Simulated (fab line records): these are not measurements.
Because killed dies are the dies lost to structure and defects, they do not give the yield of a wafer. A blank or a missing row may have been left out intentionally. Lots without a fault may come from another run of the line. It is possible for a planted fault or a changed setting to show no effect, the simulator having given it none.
Which tool was responsible? / flow sky130 / 36 wafers from 12 lots sampled at 2 of the route's 708 steps

WHAT THE GAUGES READ, wafer by wafer
SKY_METAL2_OVL_MEAS_16.
lot=L075; measured=day 35 16:07; on=overlay-01; METAL2_OVL (nm)=-6 -3 -10
lot=L077; measured=day 36 06:49; on=overlay-01; METAL2_OVL (nm)=6 -2 4
lot=L079; measured=day 37 00:17; on=overlay-01; METAL2_OVL (nm)=9 9 7
lot=L081; measured=day 37 16:17; on=overlay-02; METAL2_OVL (nm)=-9 -8 -11
lot=L083; measured=day 38 00:46; on=overlay-02; METAL2_OVL (nm)=2 2 7
lot=L085; measured=day 38 22:26; on=overlay-02; METAL2_OVL (nm)=9 11 9
lot=L087; measured=day 39 07:47; on=overlay-02; METAL2_OVL (nm)=-5 1 0
lot=L089; measured=day 39 14:52; on=overlay-01; METAL2_OVL (nm)=9 1 2
lot=L091; measured=day 40 08:46; on=overlay-01; METAL2_OVL (nm)=-1 -4 1
lot=L093; measured=day 41 00:11; on=overlay-01; METAL2_OVL (nm)=-1 -5 -5
lot=L095; measured=day 41 15:41; on=overlay-01; METAL2_OVL (nm)=-2 -4 3
lot=L097; measured=day 42 08:22; on=overlay-01; METAL2_OVL (nm)=-3 -5 -7

EACH LOT AND THE TOOL THAT RAN IT (in order: tool; ch and the chambers of the sampled wafers; start)
lot=L075; SKY_CONTACT_STRIP_19=plasma asher-01 ch 0,1, day 32 01:44
lot=L077; SKY_CONTACT_STRIP_19=plasma asher-04 ch 0,1, day 32 18:55
lot=L079; SKY_CONTACT_STRIP_19=plasma asher-02 ch 0,1, day 33 13:42
lot=L081; SKY_CONTACT_STRIP_19=plasma asher-01 ch 0,1, day 34 06:04
lot=L083; SKY_CONTACT_STRIP_19=plasma asher-01 ch 0,1, day 34 14:05
lot=L085; SKY_CONTACT_STRIP_19=plasma asher-02 ch 0,1, day 35 13:01
lot=L087; SKY_CONTACT_STRIP_19=plasma asher-02 ch 0,1, day 35 22:51
lot=L089; SKY_CONTACT_STRIP_19=plasma asher-01 ch 0,1, day 36 07:29
lot=L091; SKY_CONTACT_STRIP_19=plasma asher-01 ch 0,1, day 37 01:11
lot=L093; SKY_CONTACT_STRIP_19=plasma asher-01 ch 0, day 37 17:35
lot=L095; SKY_CONTACT_STRIP_19=plasma asher-01 ch 0,1, day 38 10:00
lot=L097; SKY_CONTACT_STRIP_19=plasma asher-01 ch 1, day 39 04:11
- SKY_CONTACT_STRIP_19: strips in O2/N2.

THE ANSWER, worked out from the rows above alone
Rule: usual is defined by the lots themselves. Put in order of their means at a reading, lots are off if they are a third of the lots or fewer, leave a main group of 4 or more, and stand apart from it by a gap of 3 or more times the standard deviation of the main group's means; of several such gaps the widest counts. If all means in a main group match to the digits the tables above print for the reading, that group is not used. Also off: a lot with no number at a reading for which 4 or more lots have one. All remaining lots with rows at the step are treated as sound.
Nothing can be told from this: no lot is off at any reading shown.

WHAT HAD BEEN PUT IN BY THE SIMULATOR
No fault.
